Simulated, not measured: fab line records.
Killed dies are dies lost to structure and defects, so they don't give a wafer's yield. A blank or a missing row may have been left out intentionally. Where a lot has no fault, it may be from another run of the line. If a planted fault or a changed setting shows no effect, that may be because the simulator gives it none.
Lot-split experiment / flow sky130 / 23 wafers read from 5 lots, route of 708 steps

## THE SPLIT
At SKY_SONOS_TUNNEL_DEVELOP_06 (develop time 60 s), the setting develop-time-s was moved away from the recipe's 60 s on 7 of the 23 wafers read, by -8.3% to +5.0%. All remaining wafers had this setting at the recipe value.

There is no step in the file separating the split from the reading.

## THE READING
At SKY_SONOS_TUNNEL_CD_MEAS_07: cd-nm in nanometres, against a target cd of 410 nm. Typical for fault-free wafers on this fab line: 410.9 nm, with standard deviation 2.4 nm.

wafer=L077.1; tool, chamber at the split=litho-track-03, 0; develop-time-s as run, s=60; against the recipe=recipe; cd-nm, nm=407.9; against lot-mates on the recipe=-
wafer=L077.2; tool, chamber at the split=litho-track-03, 0; develop-time-s as run, s=60; against the recipe=recipe; cd-nm, nm=411.1; against lot-mates on the recipe=-
wafer=L077.4; tool, chamber at the split=litho-track-03, 0; develop-time-s as run, s=60; against the recipe=recipe; cd-nm, nm=408.9; against lot-mates on the recipe=-
wafer=L077.5; tool, chamber at the split=litho-track-03, 0; develop-time-s as run, s=55.04; against the recipe=-8.3%; cd-nm, nm=402.0; against lot-mates on the recipe=-7.3
wafer=L077.6; tool, chamber at the split=litho-track-03, 0; develop-time-s as run, s=55.04; against the recipe=-8.3%; cd-nm, nm=400.8; against lot-mates on the recipe=-8.5
wafer=L078.1; tool, chamber at the split=litho-track-02, 0; develop-time-s as run, s=60; against the recipe=recipe; cd-nm, nm=413.5; against lot-mates on the recipe=-
wafer=L078.2; tool, chamber at the split=litho-track-02, 0; develop-time-s as run, s=60; against the recipe=recipe; cd-nm, nm=412.6; against lot-mates on the recipe=-
wafer=L078.3; tool, chamber at the split=litho-track-02, 0; develop-time-s as run, s=60; against the recipe=recipe; cd-nm, nm=413.3; against lot-mates on the recipe=-
wafer=L078.4; tool, chamber at the split=litho-track-02, 0; develop-time-s as run, s=60; against the recipe=recipe; cd-nm, nm=412.0; against lot-mates on the recipe=-
wafer=L078.5; tool, chamber at the split=litho-track-02, 0; develop-time-s as run, s=60; against the recipe=recipe; cd-nm, nm=413.5; against lot-mates on the recipe=-
wafer=L081.1; tool, chamber at the split=litho-track-02, 0; develop-time-s as run, s=60; against the recipe=recipe; cd-nm, nm=407.8; against lot-mates on the recipe=-
wafer=L081.4; tool, chamber at the split=litho-track-02, 0; develop-time-s as run, s=60; against the recipe=recipe; cd-nm, nm=408.9; against lot-mates on the recipe=-
wafer=L081.5; tool, chamber at the split=litho-track-02, 0; develop-time-s as run, s=60; against the recipe=recipe; cd-nm, nm=408.2; against lot-mates on the recipe=-
wafer=L082.2; tool, chamber at the split=litho-track-04, 0; develop-time-s as run, s=57.17; against the recipe=-4.7%; cd-nm, nm=407.9; against lot-mates on the recipe=-2.0
wafer=L082.3; tool, chamber at the split=litho-track-04, 0; develop-time-s as run, s=60; against the recipe=recipe; cd-nm, nm=409.6; against lot-mates on the recipe=-
wafer=L082.4; tool, chamber at the split=litho-track-04, 0; develop-time-s as run, s=57.17; against the recipe=-4.7%; cd-nm, nm=406.5; against lot-mates on the recipe=-3.4
wafer=L082.5; tool, chamber at the split=litho-track-04, 0; develop-time-s as run, s=57.17; against the recipe=-4.7%; cd-nm, nm=406.1; against lot-mates on the recipe=-3.8
wafer=L082.6; tool, chamber at the split=litho-track-04, 0; develop-time-s as run, s=60; against the recipe=recipe; cd-nm, nm=410.2; against lot-mates on the recipe=-
wafer=L085.1; tool, chamber at the split=litho-track-04, 0; develop-time-s as run, s=62.98; against the recipe=+5.0%; cd-nm, nm=416.1; against lot-mates on the recipe=+2.3
wafer=L085.2; tool, chamber at the split=litho-track-04, 0; develop-time-s as run, s=62.98; against the recipe=+5.0%; cd-nm, nm=416.8; against lot-mates on the recipe=+3.0
wafer=L085.3; tool, chamber at the split=litho-track-04, 0; develop-time-s as run, s=60; against the recipe=recipe; cd-nm, nm=414.7; against lot-mates on the recipe=-
wafer=L085.4; tool, chamber at the split=litho-track-04, 0; develop-time-s as run, s=60; against the recipe=recipe; cd-nm, nm=412.1; against lot-mates on the recipe=-
wafer=L085.5; tool, chamber at the split=litho-track-04, 0; develop-time-s as run, s=60; against the recipe=recipe; cd-nm, nm=414.7; against lot-mates on the recipe=-

FIT RESULTS
A straight line over all 23 wafers: cd-nm changes by +1.09 nm for each +1% of develop-time-s; r = +0.86; the points scatter about the line by 2.1 nm.
The same after taking each lot's own level away (the mean of its wafers on the recipe; 23 wafers): +0.778 nm for each +1%; r = +0.93; scatter 1 nm.
That fit puts the effect of the largest move of develop-time-s on the reading at 6.4 nm.
Measured against the standard deviation above, the lots' own levels, which go from 408.30 to 413.83 nm, span 2.3 times it.
So the lot-to-lot level changes the slope: the two fits differ.
Check: for one of the wafers moved furthest among these (-8.3%), held out of the fit, the line's prediction against its lot-mates is -6.32 nm. It came out at -7.3 nm against them.

## THE OTHER SPLITS THESE WAFERS WENT THROUGH
Before the reading, these wafers also passed through other splits. Each is held against what the fit with the lots' levels taken away leaves over:
other split on the same wafers=SKY_FIELD_ISO_CVD_03 temp-c; wafers away from the commonest value=15; r with cd-nm (lot level and that fit taken away)=-0.29
other split on the same wafers=SKY_FIELD_ISO_CLEAN_19 time-s; wafers away from the commonest value=10; r with cd-nm (lot level and that fit taken away)=-0.32
other split on the same wafers=SKY_FIELD_ISO_WET_ETCH_28 time-s; wafers away from the commonest value=15; r with cd-nm (lot level and that fit taken away)=+0.06
other split on the same wafers=SKY_DNWELL_COAT_02 resist-thk-nm; wafers away from the commonest value=6; r with cd-nm (lot level and that fit taken away)=+0.06
other split on the same wafers=SKY_DNWELL_DEVELOP_06 develop-time-s; wafers away from the commonest value=8; r with cd-nm (lot level and that fit taken away)=-0.01
other split on the same wafers=SKY_PWDE_IMPLANT_08 dose-cm2; wafers away from the commonest value=8; r with cd-nm (lot level and that fit taken away)=-0.28
other split on the same wafers=SKY_NWELL_IMPLANT_24 dose-cm2; wafers away from the commonest value=8; r with cd-nm (lot level and that fit taken away)=-0.52
other split on the same wafers=SKY_VT_ADJUST_LVTN_IMPLANT_08 energy-kev; wafers away from the commonest value=8; r with cd-nm (lot level and that fit taken away)=-0.12
other split on the same wafers=SKY_VT_ADJUST_NCORE_EXPOSE_04 dose-mj; wafers away from the commonest value=10; r with cd-nm (lot level and that fit taken away)=+0.03
other split on the same wafers=SKY_VT_ADJUST_HVTR_EXPOSE_04 dose-mj; wafers away from the commonest value=7; r with cd-nm (lot level and that fit taken away)=+0.06
other split on the same wafers=SKY_VT_ADJUST_HVTR_DEVELOP_06 develop-time-s; wafers away from the commonest value=8; r with cd-nm (lot level and that fit taken away)=-0.31

## FILE'S OWN FIT
cd-nm changes by +0.804 nm for each +1% of develop-time-s, r = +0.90.
